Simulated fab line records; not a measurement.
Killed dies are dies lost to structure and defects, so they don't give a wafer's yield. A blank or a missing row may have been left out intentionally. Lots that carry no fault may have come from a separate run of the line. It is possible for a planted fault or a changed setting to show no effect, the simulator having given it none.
8D (eight disciplines) problem report, filled in by code -- flow sky130 -- the parts of the form that need people (team, actions taken, sign-off) are left out

== 1. PROBLEM STATEMENT ==
Wafers free of any fault read 210.9 (standard deviation 1.1) for VT_ADJUST_HVTR_TW at SKY_VT_ADJUST_HVTR_TW_MEAS_11, against a mean of 179.0 on 9 wafers of 3 lots. That is -29 standard deviations from the usual mean.
First seen on wafer L685.2, day 11 00:22, on film-metro-03. The record holds 33 wafers of 11 lots with a number at this step. Rule for "out", or "out of limits": more than 4 standard deviations from the usual mean. The rest of the wafers with a number are treated as sound.

== 2. WHAT IT IS AND WHAT IT IS NOT ==
question,is,is not
which readings at this step,VT_ADJUST_HVTR_TW,-
which lots,"L685, L687, L690","L680, L681, L683, L696, L697, L698, L701, L702"
which wafers of those lots,all that have a number,-
read on which gauges,"film-metro-01, film-metro-03",film-metro-04
when,from day 11 00:22,"up to then (9 sound wafers); but 15 sound wafers of L696, L697, L698, L701, L702 came after"

== 3. SUSPECTS, AND WHAT RULES EACH OUT ==
Counting: a tool at a process step up to the reading stays a suspect if it ran every lot that is out and no sound lot after the first of them.
- the gauge at SKY_VT_ADJUST_HVTR_TW_MEAS_11 is ruled out. 2 gauges (film-metro-01, film-metro-03) read the wafers that are out.
- implanter-03 at SKY_VT_ADJUST_HVTR_IMPLANT_09: ruled out as a lasting fault. Following L685 (day 11 00:08), the first lot on it that is out, the sound lots L697, L702 were run on it.
Left after counting: nothing in the record.

== 4. THE CAUSE (what the simulator had put in) ==
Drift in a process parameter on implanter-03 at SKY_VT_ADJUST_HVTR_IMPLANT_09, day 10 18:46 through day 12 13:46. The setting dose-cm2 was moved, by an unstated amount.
The count ruled it out by mistake, since the rule takes a fault to strike every lot its tool runs from the start of the fault on, and this one did not do so.

== 5. THE EFFECT CHAIN, in route order ==
One row per reading whose mean, taken over the struck wafers that have a number, lies over 3 standard deviations from the usual. Scope: only readings with a usual standard deviation given in the record; hours: median across lots of the time from each lot's start at the first step in this table that gives one to its start at this step; sigmas: change in usual standard deviations.
hours,step,reading,usual,on struck wafers,change,sigmas
0,SKY_VT_ADJUST_HVTR_IMPLANT_09,dose-ions-cm2,2.0995e+12,1.1648e+12,-9.3472e+11,-99 or more
0,SKY_VT_ADJUST_HVTR_IMPLANT_09,faraday-current-uA,11.81,6.57,-5.24,-23
0,SKY_VT_ADJUST_HVTR_TW_MEAS_11,VT_ADJUST_HVTR_TW,210.9,179.0,-31.9,-29
It contains these process steps:
- SKY_VT_ADJUST_HVTR_IMPLANT_09

== 6. HOW IT WOULD HAVE BEEN CAUGHT EARLIER ==
Counted from the fault's start at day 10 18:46, it took 6 hours until the first out-of-limits reading at a measuring or inspecting step in this record, taken at day 11 00:22.
Tool's own readings at SKY_VT_ADJUST_HVTR_IMPLANT_09, dose-ions-cm2, faraday-current-uA: out on all struck wafers the step has rows for; an alarm limit on them would have tripped on the first.
